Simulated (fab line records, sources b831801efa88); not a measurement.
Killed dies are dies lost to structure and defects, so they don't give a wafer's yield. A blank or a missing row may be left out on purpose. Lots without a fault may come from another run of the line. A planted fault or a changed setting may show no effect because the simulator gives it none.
Chamber matching | flow gf180mcu | GF_CONTACT_CMP_04 on cmp-01: 4 sister chambers
The step polishes SiO2. 4 wafers are shown with their chamber, then 8 later ones without.

WAFERS WITH THEIR CHAMBER
wafer  | chamber | motor_current_A (A)
L156.3 | 1       | 10.8
L159.2 | 0       | 12.8
L159.6 | 3       | 10.5
L163.1 | 2       | 13.7

WAFERS WITHOUT THEIR CHAMBER
wafer  | motor_current_A (A)
L163.2 | 12.3
L163.3 | 11.1
L164.4 | 12.9
L164.5 | 12.9
L164.6 | 11.2
L169.3 | 10.5
L169.4 | 14.2
L169.6 | 10.8

WHICH CHAMBER EACH WENT THROUGH
wafer  | from the rows above     | in truth
L163.2 | 0                       | 0
L163.3 | can't be placed: 1 or 3 | 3
L164.4 | 0                       | 0
L164.5 | 0                       | 0
L164.6 | can't be placed: 1 or 3 | 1
L169.3 | can't be placed: 3 or 1 | 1
L169.4 | 2                       | 2
L169.6 | can't be placed: 1 or 3 | 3
Placed correctly: 4 of 8. Can't be placed from these rows: 4 (the true chamber is among the candidates in 4). Placed wrongly: 0.
How it was worked out, from the rows above alone: a wafer's distance from a chamber is the root of the sum, over the readings, of the square of ((its reading less the chamber's mean) divided by the reading's scatter). The wafer belongs to the nearest chamber; if the next one is less than 2 further off, it can't be placed. A chamber's mean is the mean of its shown wafers. The scatter: with one shown wafer a chamber, the root of the mean of the squares of how far each hidden wafer lies from its nearest shown one.
